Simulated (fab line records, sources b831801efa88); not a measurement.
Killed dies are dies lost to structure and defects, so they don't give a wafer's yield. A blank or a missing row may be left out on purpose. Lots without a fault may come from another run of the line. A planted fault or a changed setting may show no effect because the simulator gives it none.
One fault seen from 2 desks | flow sky130 | each desk has only its own numbers; what lay behind them comes last

THE METROLOGY DESK
What the gauges read, lot by lot, whatever tool the lot ran on: means of the sampled wafers that have a number. A lot is out of limits, marked OUT, if its mean lies more than 4 standard deviations from the usual mean; the brackets give that distance.
Columns: A = LDD_HVP_OVL at SKY_LDD_HVP_OVL_MEAS_07, usual -0.3 nm; B = SD_N_TW at SKY_SD_N_TW_MEAS_12, usual 3934
lot  | first seen here | A    | B
L739 | day 22 07:35    | -1.7 | 3930
L740 | day 22 11:49    | 0.1  | 3887
L741 | day 22 19:36    | -0.3 | 3981
L742 | day 23 08:48    | 0.4  | 3998
L743 | day 23 13:34    | -2.0 | 3928
L744 | day 23 19:56    | 0.4  | 3986
L745 | day 24 06:40    | 0.4  | 3919
L746 | day 24 10:55    | -1.9 | 3995
L747 | day 25 00:43    | 0.5  | 3928
L750 | day 26 00:12    | -1.7 | 3908
L755 | day 27 19:16    | -2.2 | 29 (-99 or more) OUT
L756 | day 28 03:40    | -0.3 | 3947
L761 | day 29 09:28    | -2.3 | 3991
This desk's finding: out of limits on L755; first on L755, day 33 18:02 (SD_N_TW at SKY_SD_N_TW_MEAS_12). In limits: L739, L740, L741, L742, L743, L744, L745, L746, L747, L750, L756, L761.

THE TOOL OWNER'S DESK: plasma_asher-01
The tool's own readings at SKY_RES_XHIGH_STRIP_08 (strips in O2/N2): means of the sampled wafers that have a number, for each lot that ran on this tool. A lot is out of limits, marked OUT, if its mean lies more than 4 standard deviations from the usual mean; the brackets give that distance.
Columns: A = drypump_motor_current_A at SKY_RES_XHIGH_STRIP_08, usual 5.3 A; B = o2_flow_sccm at SKY_RES_XHIGH_STRIP_08, usual 3001 sccm; C = oes_product_au at SKY_RES_XHIGH_STRIP_08, usual 0.711 a.u.; D = strip_time_to_endpoint_s at SKY_RES_XHIGH_STRIP_08, usual 14.27 s
lot  | first seen here | A   | B    | C               | D
L740 | day 27 13:45    | 5.0 | 3002 | 0.714           | 14.29
L741 | day 27 19:07    | 5.2 | 3004 | 0.709           | 14.25
L742 | day 28 08:45    | 5.0 | 2999 | 0.712           | 14.34
L743 | day 28 14:09    | 5.0 | 3003 | 0.714           | 14.30
L755 | day 32 14:22    | 4.8 | 2999 | 0.939 (+53) OUT | -
This desk's finding: out of limits on L755; first on L755, day 32 14:22 (oes_product_au at SKY_RES_XHIGH_STRIP_08). In limits: L740, L741, L742, L743.

PUT TOGETHER
The tool owner's desk could have raised an alarm at day 32 14:22, on L755.
The metrology desk could have raised an alarm at day 33 18:02, on L755.
Of the lots named, all ran SKY_RES_XHIGH_STRIP_08 on plasma_asher-01.

WHAT THE SIMULATOR HAD PUT IN
Strip aborted: plasma_asher-01, from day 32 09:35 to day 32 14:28, at SKY_RES_XHIGH_STRIP_08. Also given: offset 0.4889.
Lots struck among those shown: L755.
Hours from the fault's start to each desk's first reading out of limits: the tool owner's desk, 5; the metrology desk, 32.
